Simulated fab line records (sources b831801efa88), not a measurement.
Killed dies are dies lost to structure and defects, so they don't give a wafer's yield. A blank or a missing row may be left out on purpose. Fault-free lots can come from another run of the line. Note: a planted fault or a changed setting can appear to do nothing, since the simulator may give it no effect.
Problem report in the 8D (eight disciplines) form, filled by code | flow gf180mcu | the parts of the form that need people (team, actions taken, sign-off) are left out

1. PROBLEM STATEMENT
V4_W_RS at GF_V4_RS_MEAS_24 reads a mean of 0.232 ohm/sq on 1 wafer of 1 lot; wafers without a fault read 0.333 ohm/sq with a standard deviation of 0.0048. That is -21 standard deviations from the usual mean.
The step: measures by four-point-probe.
First observed at day 30 01:19: wafer L800.1, on film-metro-02. Wafers with a number at this step in the record: 33, from 11 lots. By rule, "out" or "out of limits" means more than 4 standard deviations away from the usual mean. Any other wafer with a number is counted as sound.

2. WHAT IT IS; WHAT IT IS NOT
question                    | is                | is not
which readings at this step | V4_W_RS           | -
which lots                  | L800              | L783, L784, L786, L791, L794, L795, L796, L801, L805, L806
which wafers of those lots  | L800.1            | L800.2, L800.3
read on which gauges        | film-metro-02     | film-metro-03, film-metro-04
when                        | from day 30 01:19 | up to then (23 sound wafers); but 9 sound wafers of L801, L805, L806 came after

3. SUSPECTS, AND WHAT RULES EACH OUT
Counting: if a tool at a process step up to the reading ran every lot that is out, it stays a suspect. Sound lots after the first of them don't rule it out here, since some wafers of a struck lot are sound.
- the gauge at GF_V4_RS_MEAS_24: ruled out. All the wafers that are out were read on film-metro-02, but those of them that GF_V4_CMP_26 has rows for are out there too, on other tools.
- rie-diel-01 at GF_V4_ETCH_17 (etches SiO2 in C4F8/O2/Ar, stops on TiN, target depth 630 nm): kept. It ran the lot that is out, L800 (day 30 01:12); its last sound lot up to then is L794 (day 27 21:21). GF_V4_ETCH_17 gives no start for some lots, so the hours and the order of its lots are those of GF_V4_CVD_23.
- cvd-w-01 at GF_V4_CVD_23 (deposits W, target thk 350 nm, time 104.9 s): kept. It ran the lot that is out, L800 (day 30 01:12); its last sound lot up to then is L796 (day 28 10:09).
- In rie-diel-01 at GF_V4_ETCH_17, the wafers that are out were processed in chamber 0 and their sound lot-mates in chambers 1, 3.
Remaining after the count are rie-diel-01 at GF_V4_ETCH_17 and cvd-w-01 at GF_V4_CVD_23.

4. THE CAUSE (what the simulator had put in)
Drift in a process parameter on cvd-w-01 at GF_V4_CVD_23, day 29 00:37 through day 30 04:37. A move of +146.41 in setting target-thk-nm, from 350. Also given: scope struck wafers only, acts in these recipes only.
Of the 2 suspects that counting leaves, this tool is one.

5. SEQUENCE OF EFFECTS, ordered by route
Each row: a reading where the mean over the struck wafers with a number is more than 3 standard deviations away from the usual. Only readings for which the record gives a usual standard deviation are gone through. hours: the time from each lot's start at the first step in this table that gives one to its start at this step, as a median over the lots. sigmas: the change in usual standard deviations.
hours | step              | reading            | usual        | on struck wafers | change | sigmas
0     | GF_V4_RS_MEAS_24  | V4_W_RS            | 0.333 ohm/sq | 0.232            | -0.101 | -21
0     | GF_V4_THK_MEAS_25 | V4_W_THK           | 339 nm       | 484              | +145   | +30
0     | GF_V4_CMP_26      | time-to-endpoint-s | 83 s         | 122              | +39    | +6.6
Here are the process steps it includes:
- GF_V4_CMP_26: polishes, stops on SiO2, t overpolish 15 s, target thk 0 nm.

6. HOW IT WOULD HAVE BEEN CAUGHT EARLIER
25 hours passed between the start of the fault at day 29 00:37 and the first reading out of limits at a measuring or inspecting step in this record, taken at day 30 01:19.
An alarm limit of 4 standard deviations would not have fired on the tool readings at GF_V4_CVD_23 for which the record gives a usual standard deviation, since none of them was out on any struck wafer.
By day 30 01:19, every lot that is out (1) had started GF_V4_CVD_23 on cvd-w-01. Tool hold at that time: it would have spared none of them.
